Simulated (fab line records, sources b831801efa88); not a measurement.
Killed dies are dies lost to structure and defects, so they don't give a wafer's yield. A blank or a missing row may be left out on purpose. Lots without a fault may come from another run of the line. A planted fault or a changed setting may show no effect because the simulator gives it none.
Which tool did it? | flow gf180mcu | 6 lots, 18 wafers sampled, at 3 steps of a route of 602

WHAT THE GAUGES READ, wafer by wafer
GF_M1_OVL_MEAS_15.
lot  | measured     | on         | M1_OVL (nm)
L643 | day 18 12:28 | overlay-02 | 0 6 -4
L647 | day 20 00:26 | overlay-01 | -3 -2 -2
L650 | day 21 10:46 | overlay-01 | 3 -3 0
L657 | day 23 19:59 | overlay-02 | -11 -7 -10
L659 | day 24 10:48 | overlay-01 | 7 6 3
L661 | day 24 19:49 | overlay-02 | -4 7 3

WHICH TOOL RAN EACH LOT (tool, then ch and the chambers of the sampled wafers, then the start)
lot  | GF_SALICIDE_RTA_06               | GF_CONTACT_SPUTTER_22
L643 | rtp_anneal-01 ch 0, day 16 12:30 | pvd_sputter-03, day 17 12:31
L647 | rtp_anneal-01 ch 0, day 17 22:28 | pvd_sputter-01, day 18 23:22
L650 | rtp_anneal-02 ch 0, day 19 07:26 | pvd_sputter-01, day 20 09:33
L657 | rtp_anneal-01 ch 0, day 21 19:08 | pvd_sputter-02, day 22 20:08
L659 | rtp_anneal-01 ch 0, day 22 08:47 | pvd_sputter-03, day 23 09:50
L661 | rtp_anneal-01 ch 0, day 22 20:32 | pvd_sputter-03, day 23 20:49
- GF_SALICIDE_RTA_06: time 30 s.
- GF_CONTACT_SPUTTER_22: material Ti, target thk 15 nm, time 80.02 s.

THE ANSWER, worked out from the rows above alone
Rule: what is usual is taken from the lots themselves. Put in order of their means at a reading, lots are off if they are a third of the lots or fewer, leave a main group of 4 or more, and stand apart from it by a gap of 3 or more times the standard deviation of the main group's means; of several such gaps the widest counts. A main group whose means are all the same, to the digits that the tables above print for the reading, isn't used. A lot without any number at a reading at which 4 lots or more have one is off too. The other lots that the step has rows for count as sound.
No lot is off at any reading shown: from this, nothing can be told.

WHAT THE SIMULATOR HAD PUT IN
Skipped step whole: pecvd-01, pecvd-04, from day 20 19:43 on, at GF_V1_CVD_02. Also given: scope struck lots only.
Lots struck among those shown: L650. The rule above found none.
